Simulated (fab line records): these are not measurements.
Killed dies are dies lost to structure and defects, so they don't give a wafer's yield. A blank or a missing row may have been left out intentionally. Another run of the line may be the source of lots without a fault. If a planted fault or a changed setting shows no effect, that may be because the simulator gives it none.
What tool caused it? / flow sky130 / 12 lots with 36 wafers sampled at 3 steps, on a route of 708 steps

WHAT THE GAUGES READ, wafer by wafer
SKY_VIA3_THK_MEAS_23: measures by xrf.
lot=L897; measured=day 39 18:58; on=film_metro-04; VIA3_W_THK (nm)=398 402 391
lot=L900; measured=day 41 00:50; on=film_metro-01; VIA3_W_THK (nm)=405 400 398
lot=L902; measured=day 41 10:12; on=film_metro-02; VIA3_W_THK (nm)=398 402 395
lot=L903; measured=day 42 04:37; on=film_metro-01; VIA3_W_THK (nm)=399 403 403
lot=L906; measured=day 42 13:10; on=film_metro-02; VIA3_W_THK (nm)=397 397 405
lot=L907; measured=day 42 22:04; on=film_metro-02; VIA3_W_THK (nm)=404 399 407
lot=L909; measured=day 43 13:23; on=film_metro-02; VIA3_W_THK (nm)=400 405 399
lot=L915; measured=day 45 09:32; on=film_metro-04; VIA3_W_THK (nm)=397 403 400
lot=L916; measured=day 45 10:51; on=film_metro-01; VIA3_W_THK (nm)=404 407 401
lot=L917; measured=day 45 15:06; on=film_metro-04; VIA3_W_THK (nm)=398 396 402
lot=L919; measured=day 46 18:56; on=film_metro-01; VIA3_W_THK (nm)=389 400 398
lot=L918; measured=day 46 22:43; on=film_metro-01; VIA3_W_THK (nm)=405 401 402

SKY_CAP2M_OVL_MEAS_12.
lot=L897; measured=day 40 19:05; on=overlay-01; CAP2M_OVL (nm)=-0.5 -0.7 -1.5
lot=L900; measured=day 42 01:21; on=overlay-02; CAP2M_OVL (nm)=-0.5 -2.7 -1.3
lot=L902; measured=day 42 10:20; on=overlay-01; CAP2M_OVL (nm)=1.8 0.8 3.8
lot=L903; measured=day 43 05:46; on=overlay-02; CAP2M_OVL (nm)=-1.0 -0.3 -0.7
lot=L906; measured=day 43 12:53; on=overlay-02; CAP2M_OVL (nm)=2.6 2.3 3.3
lot=L907; measured=day 43 21:31; on=overlay-01; CAP2M_OVL (nm)=1.5 1.0 0.2
lot=L909; measured=day 44 13:00; on=overlay-02; CAP2M_OVL (nm)=1.2 0.5 -0.3
lot=L915; measured=day 46 06:59; on=overlay-02; CAP2M_OVL (nm)=3.2 2.1 2.7
lot=L916; measured=day 46 08:10; on=overlay-02; CAP2M_OVL (nm)=4.4 2.1 2.3
lot=L917; measured=day 46 11:47; on=overlay-02; CAP2M_OVL (nm)=-0.8 0.0 1.0
lot=L919; measured=day 47 14:45; on=overlay-02; CAP2M_OVL (nm)=-0.4 -1.3 1.6
lot=L918; measured=day 47 17:17; on=overlay-01; CAP2M_OVL (nm)=0.9 0.4 2.0

WHAT TOOL EACH LOT RAN ON (gives the tool, then ch and the chambers of the sampled wafers, and finally the start)
lot=L897; SKY_CAP2M_CVD_00=pecvd-01 ch 0,1,2, day 39 19:28
lot=L900; SKY_CAP2M_CVD_00=pecvd-02 ch 0,1, day 41 01:20
lot=L902; SKY_CAP2M_CVD_00=pecvd-02 ch 0,2, day 41 10:43
lot=L903; SKY_CAP2M_CVD_00=pecvd-01 ch 1,2, day 42 07:19
lot=L906; SKY_CAP2M_CVD_00=pecvd-02 ch 0,2, day 42 13:55
lot=L907; SKY_CAP2M_CVD_00=pecvd-02 ch 0,1, day 42 22:34
lot=L909; SKY_CAP2M_CVD_00=pecvd-04 ch 0,1, day 43 14:14
lot=L915; SKY_CAP2M_CVD_00=pecvd-04 ch 0,1,2, day 45 10:04
lot=L916; SKY_CAP2M_CVD_00=pecvd-02 ch 0,2, day 45 11:21
lot=L917; SKY_CAP2M_CVD_00=pecvd-01 ch 0,1,2, day 45 15:36
lot=L919; SKY_CAP2M_CVD_00=pecvd-04 ch 0,1,2, day 46 19:27
lot=L918; SKY_CAP2M_CVD_00=pecvd-02 ch 1,2, day 46 23:13
- SKY_CAP2M_CVD_00: deposits SiO2, target thk 15.5 nm.

WHAT THE TOOLS THEMSELVES READ (means of the sampled wafers that have a number; where no wafer has one, the mark that the record gives instead)
SKY_CAP2M_CVD_00.
lot=L897; tool=pecvd-01; heater_power_w (W)=814; rf_fwd_power_W (W)=441.2
lot=L900; tool=pecvd-02; heater_power_w (W)=696; rf_fwd_power_W (W)=443.1
lot=L902; tool=pecvd-02; heater_power_w (W)=735; rf_fwd_power_W (W)=441.6
lot=L903; tool=pecvd-01; heater_power_w (W)=748; rf_fwd_power_W (W)=438.1
lot=L906; tool=pecvd-02; heater_power_w (W)=708; rf_fwd_power_W (W)=444.4
lot=L907; tool=pecvd-02; heater_power_w (W)=739; rf_fwd_power_W (W)=443.3
lot=L909; tool=pecvd-04; heater_power_w (W)=629; rf_fwd_power_W (W)=441.2
lot=L915; tool=pecvd-04; heater_power_w (W)=621; rf_fwd_power_W (W)=441.9
lot=L916; tool=pecvd-02; heater_power_w (W)=794; rf_fwd_power_W (W)=442.9
lot=L917; tool=pecvd-01; heater_power_w (W)=768; rf_fwd_power_W (W)=440.3
lot=L919; tool=pecvd-04; heater_power_w (W)=692; rf_fwd_power_W (W)=443.3
lot=L918; tool=pecvd-02; heater_power_w (W)=638; rf_fwd_power_W (W)=442.7

THE ANSWER, worked out from the rows above alone
Rule: usual is defined by the lots themselves. The widest of any qualifying gaps counts: lots, ordered by their means at a reading, are off when they make up no more than a third of the lots, leave a main group of 4 or more, and stand apart from it by 3 or more times the standard deviation of that group's means. A main group is skipped when, at the precision printed for the reading in the tables above, its means are all equal. A lot without any number at a reading at which 4 lots or more have one is off too. Where the step has rows for the other lots, those lots are counted as sound. After the gauges, taken in route order, come the tools' own readings; for these a lot's mean is taken, as printed above. At the first step where some lot is off, the reading lying furthest off is the one used; lots without a number count as furthest.
Nothing can be told from this: no lot is off at any reading shown.

WHAT THE SIMULATOR PUT IN
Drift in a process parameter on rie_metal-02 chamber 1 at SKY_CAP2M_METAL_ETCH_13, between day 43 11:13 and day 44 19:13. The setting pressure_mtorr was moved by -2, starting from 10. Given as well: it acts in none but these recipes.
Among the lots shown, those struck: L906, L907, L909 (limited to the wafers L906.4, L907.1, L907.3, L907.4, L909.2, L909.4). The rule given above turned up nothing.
